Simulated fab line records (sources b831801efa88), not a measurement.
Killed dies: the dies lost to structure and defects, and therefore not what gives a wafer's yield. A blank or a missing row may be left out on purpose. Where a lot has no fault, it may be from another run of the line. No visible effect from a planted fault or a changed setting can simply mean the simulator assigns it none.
A single fault, viewed from 2 desks + flow sky130 + every desk sees just its own numbers, and what lay behind them comes last

== FROM THE METROLOGY DESK ==
Lot by lot, what the gauges showed, no matter which tool ran the lot: averages of those sampled wafers that carry a number. A lot is out of limits, marked OUT, if its mean lies more than 4 standard deviations from the usual mean; the brackets give that distance.
Columns: A = FIELD_ISO_OXIDATION_00_THK at SKY_FIELD_ISO_THK_MEAS_02, usual 12.09 nm; B = VT_ADJUST_HVTP_TW at SKY_VT_ADJUST_HVTP_TW_MEAS_11, usual 1358
| lot  | first seen here | A     | B    |
|------|-----------------|-------|------|
| L346 | day 1 22:53     | 12.11 | 1366 |
| L348 | day 2 07:49     | 12.32 | 1362 |
| L349 | day 2 15:17     | 11.80 | 1361 |
| L350 | day 2 20:02     | 12.10 | 1359 |
| L351 | day 2 23:27     | 11.97 | 1363 |
| L354 | day 3 13:38     | 12.17 | 1352 |
| L356 | day 3 23:38     | 12.25 | 1366 |
| L361 | day 5 00:49     | 11.81 | 1360 |
| L363 | day 5 12:47     | 12.19 | 1349 |
| L364 | day 5 18:22     | 12.04 | 1352 |
| L365 | day 6 05:30     | 12.12 | 1354 |
| L367 | day 6 12:46     | 11.74 | 1358 |
This desk's verdict: no lot among the 12 shows anything out of limits.

== FOR THE TOOL OWNER'S DESK: rie si-01 ==
The tool's own readings at SKY_FIELD_ISO_ETCH_17 (etches Si in HBr/Cl2/O2, target depth 342 nm, time 97.7 s): means of the sampled wafers that have a number, for each lot that ran on this tool. A lot is out of limits, marked OUT, if its mean lies more than 4 standard deviations from the usual mean; the brackets give that distance.
Columns: A = chamber pressure mTorr at SKY_FIELD_ISO_ETCH_17, usual 15.001 mTorr; B = drypump motor current A at SKY_FIELD_ISO_ETCH_17, usual 5.5 A; C = he backside leak sccm at SKY_FIELD_ISO_ETCH_17, usual 2.8 sccm; D = mfc cl2 sccm at SKY_FIELD_ISO_ETCH_17, usual 40.00 sccm; E = oes product au at SKY_FIELD_ISO_ETCH_17, usual 0.998 a.u.; F = rf fwd power W at SKY_FIELD_ISO_ETCH_17, usual 596.1 W; G = throttle valve pct at SKY_FIELD_ISO_ETCH_17, usual 25.657 %
| lot  | first seen here | A      | B   | C   | D     | E                | F               | G                 |
|------|-----------------|--------|-----|-----|-------|------------------|-----------------|-------------------|
| L346 | day 2 15:43     | 14.999 | 5.9 | 2.7 | 40.16 | 0.994            | 596.5           | 25.668            |
| L348 | day 3 00:22     | 14.999 | 5.7 | 2.7 | 40.01 | 0.994            | 596.2           | 25.649            |
| L349 | day 4 01:41     | 15.004 | 5.7 | 2.9 | 39.94 | 0.999            | 594.2           | 25.652            |
| L350 | day 4 02:40     | 14.996 | 5.6 | 2.9 | 40.06 | 0.936 (-7.2) OUT | 499.2 (-44) OUT | 25.693            |
| L354 | day 4 10:20     | 15.000 | 5.6 | 2.8 | 39.96 | 0.943 (-6.4) OUT | 498.5 (-44) OUT | 25.693            |
| L356 | day 4 19:53     | 14.994 | 5.4 | 3.0 | 39.97 | 0.944 (-6.2) OUT | 502.5 (-43) OUT | 25.698 (+4.1) OUT |
Finding of this desk: L350, L354, L356 out of limits; the first was L350 at day 4 02:40, on oes product au at SKY_FIELD_ISO_ETCH_17. In limits: L346, L348, L349.

== PUT TOGETHER ==
At day 4 02:40, on L350, L354, L356, the tool owner's desk was in a position to raise an alarm.
Nothing out of limits was seen by the metrology desk.
The metrology desk has L350, L354, L356 on record, within its limits.
The lots listed all ran SKY_FIELD_ISO_ETCH_17 on rie si-01.

== WHAT THE SIMULATOR HAD PUT IN ==
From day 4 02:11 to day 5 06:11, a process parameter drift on rie si-01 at SKY_FIELD_ISO_ETCH_17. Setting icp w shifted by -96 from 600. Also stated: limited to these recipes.
Shown lots that were struck: L350, L354, L356.
Delay in hours, fault start to first out-of-limits reading, by desk: the tool owner's desk at 0.
